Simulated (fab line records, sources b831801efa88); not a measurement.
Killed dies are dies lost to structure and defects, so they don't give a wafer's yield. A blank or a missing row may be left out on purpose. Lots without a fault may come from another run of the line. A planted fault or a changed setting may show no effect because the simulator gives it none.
Problem report in the 8D (eight disciplines) form, filled by code | flow sky130 | the parts of the form that need people (team, actions taken, sign-off) are left out

1. THE PROBLEM
bias_w at SKY_METAL4_METAL_ETCH_18 reads a mean of 49.99 W on 3 wafers of 2 lots; wafers without a fault read 48.49 W with a standard deviation of 0.17. That is +8.8 standard deviations from the usual mean.
The step: etches the open film in Cl2/BCl3, stops on SiO2, target depth 845 nm, time 183.1 s.
First seen on wafer L417.5, day 44 13:42, on rie_metal-04. The record holds 33 wafers of 11 lots with a number at this step. Rule for "out", or "out of limits": more than 4 standard deviations from the usual mean. The other wafers with a number count as sound.

2. WHAT IT IS AND WHAT IT IS NOT
question                    | is                     | is not
which readings at this step | bias_w                 | drypump_motor_current_A, oes_product_au, rf_fwd_power_W, throttle_valve_pct
which lots                  | L417, L418             | L408, L411, L412, L414, L415, L425, L429, L430, L431
which wafers of those lots  | L417.5, L418.2, L418.3 | L417.2, L417.6, L418.1
read on which tools         | rie_metal-04           | rie_metal-01, rie_metal-03
when                        | from day 44 13:42      | up to then (17 sound wafers); but 13 sound wafers of L418, L425, L429, L430, L431 came after

3. SUSPECTS, AND WHAT RULES EACH OUT
Counting: a tool at a process step up to the reading stays a suspect if it ran every lot that is out. Sound lots after the first of them don't rule it out here, since some wafers of a struck lot are sound.
- rie_metal-03 at SKY_METAL4_DESCUM_15 (chemistry O2, time 8 s): kept. It ran every lot that is out, first L417 (day 44 13:33); its last sound lot up to then is L415 (day 44 08:43).
- rie_metal-04 at SKY_METAL4_METAL_ETCH_18 (etches the open film in Cl2/BCl3, stops on SiO2, target depth 845 nm, time 183.1 s): kept. It ran every lot that is out, first L417 (day 44 13:42); its last sound lot up to then is L415 (day 44 08:52). Its own readings are out on those wafers: bias_w.
- Within rie_metal-04 at SKY_METAL4_METAL_ETCH_18: the wafers that are out ran in chamber 0; their sound lot-mates ran in chamber 1.
Left after counting: rie_metal-03 at SKY_METAL4_DESCUM_15, rie_metal-04 at SKY_METAL4_METAL_ETCH_18.

4. THE CAUSE (what the simulator had put in)
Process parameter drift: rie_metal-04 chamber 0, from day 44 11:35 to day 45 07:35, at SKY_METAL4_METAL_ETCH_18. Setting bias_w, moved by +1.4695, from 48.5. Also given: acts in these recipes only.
Counting left 2 suspects, and this tool is among them.

5. THE CHAIN OF EFFECTS, in route order
Each row: a reading whose mean over the struck wafers that have a number lies more than 3 standard deviations from the usual. Only readings for which the record gives a usual standard deviation are gone through. hours: the time from each lot's start at the first step in this table that gives one to its start at this step, as a median over the lots. sigmas: the change in usual standard deviations.
hours | step                     | reading | usual   | on struck wafers | change | sigmas
0     | SKY_METAL4_METAL_ETCH_18 | bias_w  | 48.49 W | 49.99            | +1.50  | +8.8
The process steps in it:
- SKY_METAL4_METAL_ETCH_18: etches the open film in Cl2/BCl3, stops on SiO2, target depth 845 nm, time 183.1 s.

6. WHAT WOULD HAVE CAUGHT IT SOONER
In this record the first reading out of limits was taken at day 44 13:42, 2 hours after the fault began at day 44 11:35.
